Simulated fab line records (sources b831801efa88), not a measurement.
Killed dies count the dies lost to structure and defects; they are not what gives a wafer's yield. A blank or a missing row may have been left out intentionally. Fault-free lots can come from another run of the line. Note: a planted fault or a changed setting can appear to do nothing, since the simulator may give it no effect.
Which tool is to blame? ; flow gf180mcu ; 13 lots with 39 wafers sampled at 2 steps, on a route of 602 steps

== WHAT THE GAUGES SHOWED, per wafer ==
GF_POLY_GATE_CD_MEAS_10 targets a cd of 280 nm. Usual: 280.1 nm for cd_nm, sd 1.3.
lot;measured;on;cd_nm (nm);flag
L927;day 9 06:25;cd_sem-02;278.8 279.9 279.6;
L929;day 9 18:23;cd_sem-02;279.7 280.8 279.4;
L930;day 9 23:32;cd_sem-02;279.8 279.9 280.9;
L931;day 10 04:04;cd_sem-01;281.9 280.8 281.8;
L932;day 10 12:44;cd_sem-01;280.4 280.8 280.5;
L933;day 10 18:29;cd_sem-02;280.1 279.1 279.8;
L937;day 11 23:56;cd_sem-02;278.5 279.2 278.3;
L939;day 12 15:56;cd_sem-01;279.1 277.6 280.5;
L941;day 13 09:52;cd_sem-02;278.7 279.5 279.8;
L945;day 14 16:08;cd_sem-02;280.5 279.8 277.9;
L946;day 15 07:53;cd_sem-02;280.2 279.5 278.4;
L948;day 15 10:55;cd_sem-01;278.4 278.4 279.6;
L950;day 16 07:12;cd_sem-01;279.8 279.6 280.7;

== WHICH TOOL RAN EACH LOT (tool, then ch and the chambers of the sampled wafers, then the start) ==
lot;GF_MVSD_STRIP_10
L927;plasma_asher-04 ch 0,1, day 4 15:05
L929;plasma_asher-03 ch 0,1, day 5 00:12
L930;plasma_asher-04 ch 0,1, day 5 03:59
L931;plasma_asher-01 ch 1, day 5 09:06
L932;plasma_asher-03 ch 0,1, day 5 14:31
L933;plasma_asher-01 ch 0,1, day 5 20:05
L937;plasma_asher-01 ch 0,1, day 6 18:57
L939;plasma_asher-03 ch 0, day 7 06:13
L941;plasma_asher-01 ch 0,1, day 7 22:19
L945;plasma_asher-03 ch 0,1, day 8 22:46
L946;plasma_asher-04 ch 0,1, day 9 10:58
L948;plasma_asher-04 ch 0,1, day 9 13:45
L950;plasma_asher-04 ch 0,1, day 10 05:09
- GF_MVSD_STRIP_10: strips in O2/N2.

== WHAT THE TOOLS THEMSELVES READ (means of the sampled wafers that have a number; where no wafer has one, the mark that the record gives instead) ==
GF_MVSD_STRIP_10. Usual: drypump_motor_current_A 5.83 A, standard deviation 0.15; heater_power_w 348 W, standard deviation 30; o2_flow_sccm 3000 sccm, standard deviation 8.7; oes_product_au 0.722 a.u., standard deviation 0.0049; strip_time_to_endpoint_s 36.96 s, standard deviation 0.11.
lot;tool;drypump_motor_current_A (A);heater_power_w (W);o2_flow_sccm (sccm);oes_product_au (a.u.);strip_time_to_endpoint_s (s);flag
L927;plasma_asher-04;6.01;332;3008;0.729;37.20;
L929;plasma_asher-03;5.84;378;2997;0.721;37.17;
L930;plasma_asher-04;5.96;318;3000;0.723;36.86;
L931;plasma_asher-01;5.71;358;3005;0.722;36.94;
L932;plasma_asher-03;5.83;383;3011;0.719;37.08;
L933;plasma_asher-01;5.72;315;2998;0.721;36.95;
L937;plasma_asher-01;5.67;316;2800;0.719;37.11;OFF
L939;plasma_asher-03;5.71;378;3006;0.723;36.96;
L941;plasma_asher-01;5.69;338;2606;0.717;37.24;OFF
L945;plasma_asher-03;5.76;376;2994;0.727;37.03;
L946;plasma_asher-04;6.01;341;3002;0.722;37.00;
L948;plasma_asher-04;5.95;330;2998;0.718;36.86;
L950;plasma_asher-04;5.95;336;2992;0.723;36.94;

== THE ANSWER, worked out from the rows above alone ==
Rule: a lot is off if the mean of its wafers that have a number lies more than 3 standard deviations from the usual mean. A lot without any number at a reading at which 4 lots or more have one is off too. All remaining lots with rows at the step are treated as sound. Order of review: gauges by route order, followed by the tools' own readings, for which a lot's mean as printed above is used. The first step at which some lot is off is used, and at that step the reading that is off furthest; a lot without a number counts as furthest.
Off, at GF_MVSD_STRIP_10 on o2_flow_sccm: L937, L941.
A tool fits if, at that step or a process step before it, it ran every lot that is off, and no sound lot after the first of them. One fits: plasma_asher-01 at GF_MVSD_STRIP_10. A fault onset in the window from L933 (day 5 20:05, its last sound lot) to L937 (day 6 18:57, its first lot off) fits.
On the lots that are off, the tool's own readings at GF_MVSD_STRIP_10 differ by more than 5 times the standard deviation of the sound lots' means, which bears it out; o2_flow_sccm reads 2703 sccm there versus 3001 sccm on the sound lots.

== WHAT WAS PUT IN BY THE SIMULATOR ==
plasma_asher-01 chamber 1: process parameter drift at GF_MVSD_STRIP_10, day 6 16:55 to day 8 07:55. The setting o2_flow_sccm was moved by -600, starting from 3000. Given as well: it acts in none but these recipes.
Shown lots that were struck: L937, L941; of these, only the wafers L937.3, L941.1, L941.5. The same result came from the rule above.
